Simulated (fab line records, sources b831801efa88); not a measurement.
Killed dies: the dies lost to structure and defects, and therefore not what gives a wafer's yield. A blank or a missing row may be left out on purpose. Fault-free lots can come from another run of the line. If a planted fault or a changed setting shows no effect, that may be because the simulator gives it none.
Which tool was responsible? || flow gf180mcu || 12 lots with 36 wafers sampled at 5 steps, on a route of 602 steps

## WHAT EACH GAUGE READ, for each wafer
GF_HV_LDD_TW_MEAS_11. Usual: HV_LDD_TW typically reads 2427, with standard deviation 9.5.
{"lot": "L504", "measured": "day 10 18:19", "on": "film_metro-03", "HV_LDD_TW": "2436 2443 2431", "flag": ""}
{"lot": "L510", "measured": "day 12 13:13", "on": "film_metro-01", "HV_LDD_TW": "2423 2433 2415", "flag": ""}
{"lot": "L511", "measured": "day 13 02:48", "on": "film_metro-03", "HV_LDD_TW": "2417 2421 2442", "flag": ""}
{"lot": "L512", "measured": "day 13 03:02", "on": "film_metro-01", "HV_LDD_TW": "2431 2433 2428", "flag": ""}
{"lot": "L514", "measured": "day 13 15:34", "on": "film_metro-04", "HV_LDD_TW": "2420 2424 2429", "flag": ""}
{"lot": "L517", "measured": "day 14 11:10", "on": "film_metro-01", "HV_LDD_TW": "2424 2420 2419", "flag": ""}
{"lot": "L520", "measured": "day 15 04:34", "on": "film_metro-01", "HV_LDD_TW": "2426 2428 2440", "flag": ""}
{"lot": "L521", "measured": "day 15 12:31", "on": "film_metro-03", "HV_LDD_TW": "2421 2435 2421", "flag": ""}
{"lot": "L523", "measured": "day 15 20:52", "on": "film_metro-01", "HV_LDD_TW": "2406 2414 2424", "flag": ""}
{"lot": "L524", "measured": "day 16 07:09", "on": "film_metro-01", "HV_LDD_TW": "2405 2414 2408", "flag": ""}
{"lot": "L525", "measured": "day 16 16:19", "on": "film_metro-01", "HV_LDD_TW": "2421 2413 2421", "flag": ""}
{"lot": "L526", "measured": "day 16 17:54", "on": "film_metro-01", "HV_LDD_TW": "2423 2425 2415", "flag": ""}

GF_HV_LDD_RS_MEAS_53: measurement is done with a four-point probe. Usual: HV_LDD_RS typically reads 418.6 ohm/sq, with standard deviation 0.8.
{"lot": "L504", "measured": "day 13 01:19", "on": "film_metro-04", "HV_LDD_RS (ohm/sq)": "418.2 418.7 419.4", "flag": ""}
{"lot": "L510", "measured": "day 15 00:53", "on": "film_metro-03", "HV_LDD_RS (ohm/sq)": "418.7 417.1 419.5", "flag": ""}
{"lot": "L511", "measured": "day 15 17:40", "on": "film_metro-01", "HV_LDD_RS (ohm/sq)": "418.1 419.4 418.4", "flag": ""}
{"lot": "L512", "measured": "day 15 18:08", "on": "film_metro-03", "HV_LDD_RS (ohm/sq)": "418.9 419.3 418.2", "flag": ""}
{"lot": "L514", "measured": "day 16 07:46", "on": "film_metro-01", "HV_LDD_RS (ohm/sq)": "418.1 417.5 417.9", "flag": ""}
{"lot": "L517", "measured": "day 17 06:22", "on": "film_metro-03", "HV_LDD_RS (ohm/sq)": "417.9 416.9 417.9", "flag": ""}
{"lot": "L520", "measured": "day 18 01:37", "on": "film_metro-01", "HV_LDD_RS (ohm/sq)": "- - -", "flag": "OFF"}
{"lot": "L521", "measured": "day 18 09:31", "on": "film_metro-03", "HV_LDD_RS (ohm/sq)": "- - -", "flag": "OFF"}
{"lot": "L523", "measured": "day 18 19:02", "on": "film_metro-01", "HV_LDD_RS (ohm/sq)": "419.2 419.0 418.0", "flag": ""}
{"lot": "L524", "measured": "day 19 04:58", "on": "film_metro-01", "HV_LDD_RS (ohm/sq)": "418.8 418.8 418.5", "flag": ""}
{"lot": "L525", "measured": "day 19 15:59", "on": "film_metro-01", "HV_LDD_RS (ohm/sq)": "417.8 417.6 418.1", "flag": ""}
{"lot": "L526", "measured": "day 19 16:41", "on": "film_metro-04", "HV_LDD_RS (ohm/sq)": "418.8 418.9 419.3", "flag": ""}

## TOOL THAT RAN EACH LOT (tool first, then ch and the chambers of the sampled wafers, then the start)
{"lot": "L504", "GF_HV_LDD_STRIP_10": "plasma_asher-02 ch 0,1, day 10 18:12", "GF_HV_LDD_STRIP_22": "plasma_asher-04 ch 0,1, day 11 12:17", "GF_HV_LDD_IMPLANT_36": "implanter-01 ch 0, day 12 06:56"}
{"lot": "L510", "GF_HV_LDD_STRIP_10": "plasma_asher-02 ch 0,1, day 12 13:06", "GF_HV_LDD_STRIP_22": "plasma_asher-04 ch 0,1, day 13 07:55", "GF_HV_LDD_IMPLANT_36": "implanter-01 ch 0, day 14 03:16"}
{"lot": "L511", "GF_HV_LDD_STRIP_10": "plasma_asher-02 ch 0, day 13 02:42", "GF_HV_LDD_STRIP_22": "plasma_asher-04 ch 0,1, day 13 22:29", "GF_HV_LDD_IMPLANT_36": "implanter-03 ch 0, day 14 19:56"}
{"lot": "L512", "GF_HV_LDD_STRIP_10": "plasma_asher-01 ch 0,1, day 13 02:56", "GF_HV_LDD_STRIP_22": "plasma_asher-01 ch 0,1, day 13 22:44", "GF_HV_LDD_IMPLANT_36": "implanter-01 ch 0, day 14 20:25"}
{"lot": "L514", "GF_HV_LDD_STRIP_10": "plasma_asher-04 ch 0,1, day 13 15:28", "GF_HV_LDD_STRIP_22": "plasma_asher-02 ch 0,1, day 14 11:45", "GF_HV_LDD_IMPLANT_36": "implanter-01 ch 0, day 15 09:00"}
{"lot": "L517", "GF_HV_LDD_STRIP_10": "plasma_asher-01 ch 0,1, day 14 11:04", "GF_HV_LDD_STRIP_22": "plasma_asher-02 ch 0,1, day 15 08:24", "GF_HV_LDD_IMPLANT_36": "implanter-03 ch 0, day 16 07:22"}
{"lot": "L520", "GF_HV_LDD_STRIP_10": "plasma_asher-02 ch 0, day 15 04:27", "GF_HV_LDD_STRIP_22": "plasma_asher-01 ch 0,1, day 16 02:33", "GF_HV_LDD_IMPLANT_36": "implanter-01 ch 0, day 17 01:40"}
{"lot": "L521", "GF_HV_LDD_STRIP_10": "plasma_asher-02 ch 0,1, day 15 12:25", "GF_HV_LDD_STRIP_22": "plasma_asher-02 ch 0,1, day 16 10:53", "GF_HV_LDD_IMPLANT_36": "implanter-01 ch 0, day 17 10:41"}
{"lot": "L523", "GF_HV_LDD_STRIP_10": "plasma_asher-02 ch 0,1, day 15 20:45", "GF_HV_LDD_STRIP_22": "plasma_asher-04 ch 0,1, day 16 19:17", "GF_HV_LDD_IMPLANT_36": "implanter-03 ch 0, day 17 18:35"}
{"lot": "L524", "GF_HV_LDD_STRIP_10": "plasma_asher-01 ch 0,1, day 16 07:03", "GF_HV_LDD_STRIP_22": "plasma_asher-02 ch 0,1, day 17 05:16", "GF_HV_LDD_IMPLANT_36": "implanter-02 ch 0, day 18 04:30"}
{"lot": "L525", "GF_HV_LDD_STRIP_10": "plasma_asher-01 ch 0,1, day 16 16:12", "GF_HV_LDD_STRIP_22": "plasma_asher-02 ch 0,1, day 17 15:05", "GF_HV_LDD_IMPLANT_36": "implanter-02 ch 0, day 18 15:02"}
{"lot": "L526", "GF_HV_LDD_STRIP_10": "plasma_asher-04 ch 0,1, day 16 17:47", "GF_HV_LDD_STRIP_22": "plasma_asher-04 ch 0, day 17 16:30", "GF_HV_LDD_IMPLANT_36": "implanter-03 ch 0, day 18 16:05"}
- GF_HV_LDD_STRIP_10: strips in O2/N2.
- GF_HV_LDD_STRIP_22: strips in O2/N2.
- GF_HV_LDD_IMPLANT_36

## WHAT THE TOOLS THEMSELVES READ (means of the sampled wafers that have a number; where no wafer has one, the mark that the record gives instead)
GF_HV_LDD_STRIP_10. Usual: chamber_pressure_mTorr 1499.9 mTorr, standard deviation 1.3; drypump_motor_current_A 5.7 A, standard deviation 0.33; heater_power_w 319 W, standard deviation 32; oes_product_au 0.716 a.u., standard deviation 0.0039; strip_time_to_endpoint_s 12.63 s, standard deviation 0.031.
{"lot": "L504", "tool": "plasma_asher-02", "chamber_pressure_mTorr (mTorr)": 1500.8, "drypump_motor_current_A (A)": 5.6, "heater_power_w (W)": 364, "oes_product_au (a.u.)": 0.716, "strip_time_to_endpoint_s (s)": 12.59, "flag": ""}
{"lot": "L510", "tool": "plasma_asher-02", "chamber_pressure_mTorr (mTorr)": 1499.3, "drypump_motor_current_A (A)": 5.6, "heater_power_w (W)": 367, "oes_product_au (a.u.)": 0.715, "strip_time_to_endpoint_s (s)": 12.61, "flag": ""}
{"lot": "L511", "tool": "plasma_asher-02", "chamber_pressure_mTorr (mTorr)": 1499.5, "drypump_motor_current_A (A)": 5.5, "heater_power_w (W)": 371, "oes_product_au (a.u.)": 0.716, "strip_time_to_endpoint_s (s)": 12.64, "flag": ""}
{"lot": "L512", "tool": "plasma_asher-01", "chamber_pressure_mTorr (mTorr)": 1499.8, "drypump_motor_current_A (A)": 5.4, "heater_power_w (W)": 310, "oes_product_au (a.u.)": 0.712, "strip_time_to_endpoint_s (s)": 12.65, "flag": ""}
{"lot": "L514", "tool": "plasma_asher-04", "chamber_pressure_mTorr (mTorr)": 1500.0, "drypump_motor_current_A (A)": 6.0, "heater_power_w (W)": 305, "oes_product_au (a.u.)": 0.716, "strip_time_to_endpoint_s (s)": 12.61, "flag": ""}
{"lot": "L517", "tool": "plasma_asher-01", "chamber_pressure_mTorr (mTorr)": 1500.1, "drypump_motor_current_A (A)": 5.5, "heater_power_w (W)": 300, "oes_product_au (a.u.)": 0.716, "strip_time_to_endpoint_s (s)": 12.63, "flag": ""}
{"lot": "L520", "tool": "plasma_asher-02", "chamber_pressure_mTorr (mTorr)": 1499.2, "drypump_motor_current_A (A)": 5.5, "heater_power_w (W)": 376, "oes_product_au (a.u.)": 0.716, "strip_time_to_endpoint_s (s)": 12.67, "flag": ""}
{"lot": "L521", "tool": "plasma_asher-02", "chamber_pressure_mTorr (mTorr)": 1499.7, "drypump_motor_current_A (A)": 5.6, "heater_power_w (W)": 359, "oes_product_au (a.u.)": 0.714, "strip_time_to_endpoint_s (s)": 12.58, "flag": ""}
{"lot": "L523", "tool": "plasma_asher-02", "chamber_pressure_mTorr (mTorr)": 1499.3, "drypump_motor_current_A (A)": 5.6, "heater_power_w (W)": 346, "oes_product_au (a.u.)": 0.717, "strip_time_to_endpoint_s (s)": 12.62, "flag": ""}
{"lot": "L524", "tool": "plasma_asher-01", "chamber_pressure_mTorr (mTorr)": 1499.2, "drypump_motor_current_A (A)": 5.4, "heater_power_w (W)": 304, "oes_product_au (a.u.)": 0.718, "strip_time_to_endpoint_s (s)": 12.61, "flag": ""}
{"lot": "L525", "tool": "plasma_asher-01", "chamber_pressure_mTorr (mTorr)": 1499.5, "drypump_motor_current_A (A)": 5.4, "heater_power_w (W)": 306, "oes_product_au (a.u.)": 0.719, "strip_time_to_endpoint_s (s)": 12.62, "flag": ""}
{"lot": "L526", "tool": "plasma_asher-04", "chamber_pressure_mTorr (mTorr)": 1499.2, "drypump_motor_current_A (A)": 5.9, "heater_power_w (W)": 301, "oes_product_au (a.u.)": 0.714, "strip_time_to_endpoint_s (s)": 12.61, "flag": ""}

GF_HV_LDD_STRIP_22. Usual: chamber_pressure_mTorr 1500.2 mTorr, standard deviation 1.4; drypump_motor_current_A 5.7 A, standard deviation 0.36; heater_power_w 319 W, standard deviation 32; oes_product_au 0.716 a.u., standard deviation 0.0047; strip_time_to_endpoint_s 12.630 s, standard deviation 0.027.
{"lot": "L504", "tool": "plasma_asher-04", "chamber_pressure_mTorr (mTorr)": 1501.0, "drypump_motor_current_A (A)": 6.2, "heater_power_w (W)": 288, "oes_product_au (a.u.)": 0.716, "strip_time_to_endpoint_s (s)": 12.655, "flag": ""}
{"lot": "L510", "tool": "plasma_asher-04", "chamber_pressure_mTorr (mTorr)": 1499.7, "drypump_motor_current_A (A)": 6.2, "heater_power_w (W)": 288, "oes_product_au (a.u.)": 0.713, "strip_time_to_endpoint_s (s)": 12.643, "flag": ""}
{"lot": "L511", "tool": "plasma_asher-04", "chamber_pressure_mTorr (mTorr)": 1499.9, "drypump_motor_current_A (A)": 6.2, "heater_power_w (W)": 291, "oes_product_au (a.u.)": 0.714, "strip_time_to_endpoint_s (s)": 12.652, "flag": ""}
{"lot": "L512", "tool": "plasma_asher-01", "chamber_pressure_mTorr (mTorr)": 1500.8, "drypump_motor_current_A (A)": 5.5, "heater_power_w (W)": 305, "oes_product_au (a.u.)": 0.715, "strip_time_to_endpoint_s (s)": 12.624, "flag": ""}
{"lot": "L514", "tool": "plasma_asher-02", "chamber_pressure_mTorr (mTorr)": 1499.3, "drypump_motor_current_A (A)": 5.6, "heater_power_w (W)": 354, "oes_product_au (a.u.)": 0.718, "strip_time_to_endpoint_s (s)": 12.617, "flag": ""}
{"lot": "L517", "tool": "plasma_asher-02", "chamber_pressure_mTorr (mTorr)": 1500.2, "drypump_motor_current_A (A)": 5.7, "heater_power_w (W)": 350, "oes_product_au (a.u.)": 0.714, "strip_time_to_endpoint_s (s)": 12.610, "flag": ""}
{"lot": "L520", "tool": "plasma_asher-01", "chamber_pressure_mTorr (mTorr)": 1501.1, "drypump_motor_current_A (A)": 5.4, "heater_power_w (W)": 307, "oes_product_au (a.u.)": 0.716, "strip_time_to_endpoint_s (s)": 12.608, "flag": ""}
{"lot": "L521", "tool": "plasma_asher-02", "chamber_pressure_mTorr (mTorr)": 1499.4, "drypump_motor_current_A (A)": 5.6, "heater_power_w (W)": 359, "oes_product_au (a.u.)": 0.714, "strip_time_to_endpoint_s (s)": 12.619, "flag": ""}
{"lot": "L523", "tool": "plasma_asher-04", "chamber_pressure_mTorr (mTorr)": 1500.7, "drypump_motor_current_A (A)": 6.2, "heater_power_w (W)": 288, "oes_product_au (a.u.)": 0.718, "strip_time_to_endpoint_s (s)": 12.648, "flag": ""}
{"lot": "L524", "tool": "plasma_asher-02", "chamber_pressure_mTorr (mTorr)": 1499.4, "drypump_motor_current_A (A)": 5.6, "heater_power_w (W)": 364, "oes_product_au (a.u.)": 0.714, "strip_time_to_endpoint_s (s)": 12.639, "flag": ""}
{"lot": "L525", "tool": "plasma_asher-02", "chamber_pressure_mTorr (mTorr)": 1500.4, "drypump_motor_current_A (A)": 5.6, "heater_power_w (W)": 360, "oes_product_au (a.u.)": 0.712, "strip_time_to_endpoint_s (s)": 12.663, "flag": ""}
{"lot": "L526", "tool": "plasma_asher-04", "chamber_pressure_mTorr (mTorr)": 1499.1, "drypump_motor_current_A (A)": 6.5, "heater_power_w (W)": 274, "oes_product_au (a.u.)": 0.718, "strip_time_to_endpoint_s (s)": 12.642, "flag": ""}

GF_HV_LDD_IMPLANT_36. Usual: tilt_deg 29.999 degrees, standard deviation 0.023.
{"lot": "L504", "tool": "implanter-01", "tilt_deg (degrees)": 29.957, "flag": ""}
{"lot": "L510", "tool": "implanter-01", "tilt_deg (degrees)": 30.009, "flag": ""}
{"lot": "L511", "tool": "implanter-03", "tilt_deg (degrees)": 30.013, "flag": ""}
{"lot": "L512", "tool": "implanter-01", "tilt_deg (degrees)": 30.002, "flag": ""}
{"lot": "L514", "tool": "implanter-01", "tilt_deg (degrees)": 29.985, "flag": ""}
{"lot": "L517", "tool": "implanter-03", "tilt_deg (degrees)": 30.015, "flag": ""}
{"lot": "L520", "tool": "implanter-01", "tilt_deg (degrees)": 27.357, "flag": "OFF"}
{"lot": "L521", "tool": "implanter-01", "tilt_deg (degrees)": 27.361, "flag": "OFF"}
{"lot": "L523", "tool": "implanter-03", "tilt_deg (degrees)": 29.980, "flag": ""}
{"lot": "L524", "tool": "implanter-02", "tilt_deg (degrees)": 30.001, "flag": ""}
{"lot": "L525", "tool": "implanter-02", "tilt_deg (degrees)": 30.009, "flag": ""}
{"lot": "L526", "tool": "implanter-03", "tilt_deg (degrees)": 30.001, "flag": ""}

## THE ANSWER, worked out from the rows above alone
Rule: take the mean of a lot's wafers that have a number; if it is more than 3 standard deviations from the usual mean, the lot is off. A lot without any number at a reading at which 4 lots or more have one is off too. Any other lot the step has rows for is counted as sound. First the gauges in route order, then the tools' own readings, where a lot's mean is used as printed above. The first step at which some lot is off is used, and at that step the reading that is off furthest; a lot without a number counts as furthest.
Off: at GF_HV_LDD_RS_MEAS_53 (HV_LDD_RS), L520, L521. Without a number there: L520, L521.
A tool fits if, at a process step before that reading, it ran every lot that is off, and no sound lot after the first of them. Not tried: the gauges at GF_HV_LDD_RS_MEAS_53; whatever is off there is also off at GF_HV_LDD_IMPLANT_36, on other tools, and gauge error can't account for it. One candidate fits, namely implanter-01 at GF_HV_LDD_IMPLANT_36. A fault onset in the window from L514 (day 15 09:00, its last sound lot) to L520 (day 17 01:40, its first lot off) fits.
The tool's own readings at GF_HV_LDD_IMPLANT_36 bear it out: on the lots that are off they differ by more than 5 times the standard deviation of the sound lots' means. tilt_deg reads 27.359 degrees there against 29.997 degrees on the sound lots.

## WHAT HAD BEEN PUT IN BY THE SIMULATOR
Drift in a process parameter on implanter-01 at GF_HV_LDD_IMPLANT_36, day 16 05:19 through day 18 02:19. From 30, the setting tilt_deg moved by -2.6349. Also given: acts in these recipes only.
Lots struck among those shown: L520, L521. This agrees with what the rule above found.
